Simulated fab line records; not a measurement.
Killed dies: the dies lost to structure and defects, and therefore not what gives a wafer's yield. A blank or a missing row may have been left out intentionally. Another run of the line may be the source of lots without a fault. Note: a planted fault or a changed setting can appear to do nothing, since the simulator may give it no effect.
Which tool did it?    flow gf180mcu    Sampling: 14 lots, 42 wafers, 3 of 602 route steps

## WHAT THE GAUGES SHOWED, per wafer
GF_V4_THK_MEAS_25: measures by xrf.
lot   measured      on            V4_W_THK (nm)
L541  day 24 06:53  filmMetro-04  351 345 354
L542  day 25 04:09  filmMetro-02  347 341 339
L543  day 25 06:23  filmMetro-04  346 351 343
L544  day 25 08:55  filmMetro-04  353 352 349
L545  day 26 03:43  filmMetro-02  341 335 332
L549  day 27 07:25  filmMetro-04  342 350 345
L550  day 27 17:54  filmMetro-02  345 337 352
L558  day 29 20:51  filmMetro-02  343 339 343
L559  day 30 04:46  filmMetro-04  340 340 342
L560  day 30 09:40  filmMetro-01  337 330 335
L561  day 30 15:38  filmMetro-04  346 342 347
L562  day 30 21:40  filmMetro-01  348 342 341
L563  day 31 03:01  filmMetro-02  353 344 346
L564  day 31 09:02  filmMetro-04  347 345 339

GF_MIM_RS_MEAS_10: measurement is done with a four-point probe.
lot   measured      on            MIM_ALCU_RS (ohm/sq)
L541  day 24 07:40  filmMetro-04  0.1632 0.1628 0.1623
L542  day 25 04:56  filmMetro-04  0.1587 0.1569 0.1599
L543  day 25 07:11  filmMetro-04  0.1589 0.1624 0.1615
L544  day 25 09:43  filmMetro-01  0.1602 0.1604 0.1595
L545  day 26 04:30  filmMetro-01  0.1574 0.1616 0.1607
L549  day 27 08:11  filmMetro-04  0.1579 0.1615 0.1592
L550  day 27 19:13  filmMetro-01  0.1599 0.1594 0.1578
L558  day 29 21:38  filmMetro-03  0.1643 0.1618 0.1609
L559  day 30 05:34  filmMetro-01  0.1621 0.1616 0.1601
L560  day 30 10:31  filmMetro-03  0.1631 0.1627 0.1602
L561  day 30 16:26  filmMetro-04  0.1629 0.1631 0.1592
L562  day 30 22:28  filmMetro-04  0.1630 0.1601 0.1631
L563  day 31 03:49  filmMetro-01  0.1630 0.1599 0.1612
L564  day 31 09:51  filmMetro-03  0.1619 0.1651 0.1609

GF_MIM_THK_MEAS_11: measures by xrf.
lot   measured      on            MIM_ALCU_THK (nm)
L541  day 24 07:46  filmMetro-04  196.8 197.0 196.4
L542  day 25 05:03  filmMetro-04  202.8 204.4 201.5
L543  day 25 07:17  filmMetro-04  200.1 198.4 198.5
L544  day 25 09:49  filmMetro-01  200.3 199.2 200.4
L545  day 26 04:37  filmMetro-01  202.3 198.5 198.0
L549  day 27 08:18  filmMetro-04  202.7 199.7 200.7
L550  day 27 19:20  filmMetro-01  200.6 202.6 203.0
L558  day 29 21:45  filmMetro-03  194.8 198.7 199.1
L559  day 30 05:40  filmMetro-01  198.1 197.9 201.0
L560  day 30 10:37  filmMetro-03  194.6 195.7 199.5
L561  day 30 16:32  filmMetro-04  196.3 198.0 199.1
L562  day 30 22:34  filmMetro-04  197.7 200.2 197.7
L563  day 31 03:55  filmMetro-01  198.7 200.6 200.2
L564  day 31 09:58  filmMetro-03  198.9 194.8 199.6

## WHICH TOOL RAN EACH LOT (tool, then ch and the chambers of the sampled wafers, then the start)
There is no process step in the record ahead of these readings.

## AS READ BY THE TOOLS THEMSELVES (means over the sampled wafers that have a number; for cases with no such wafer, the mark the record gives instead)
The record holds no such reading with a usual standard deviation.

## THE ANSWER, worked out from the rows above alone
Rule: the lots themselves supply what counts as usual. Put in order of their means at a reading, lots are off if they are a third of the lots or fewer, leave a main group of 4 or more, and stand apart from it by a gap of 3 or more times the standard deviation of the main group's means; of several such gaps the widest counts. A main group whose means are all the same, to the digits that the tables above print for the reading, isn't used. A lot without any number at a reading at which 4 lots or more have one is off too. All remaining lots with rows at the step are treated as sound. First the gauges in route order, then the tools' own readings, where a lot's mean is used as printed above. At the first step where some lot is off, the reading lying furthest off is the one used; lots without a number count as furthest.
Nothing can be told from this: no lot is off at any reading shown.

## WHAT HAD BEEN PUT IN BY THE SIMULATOR
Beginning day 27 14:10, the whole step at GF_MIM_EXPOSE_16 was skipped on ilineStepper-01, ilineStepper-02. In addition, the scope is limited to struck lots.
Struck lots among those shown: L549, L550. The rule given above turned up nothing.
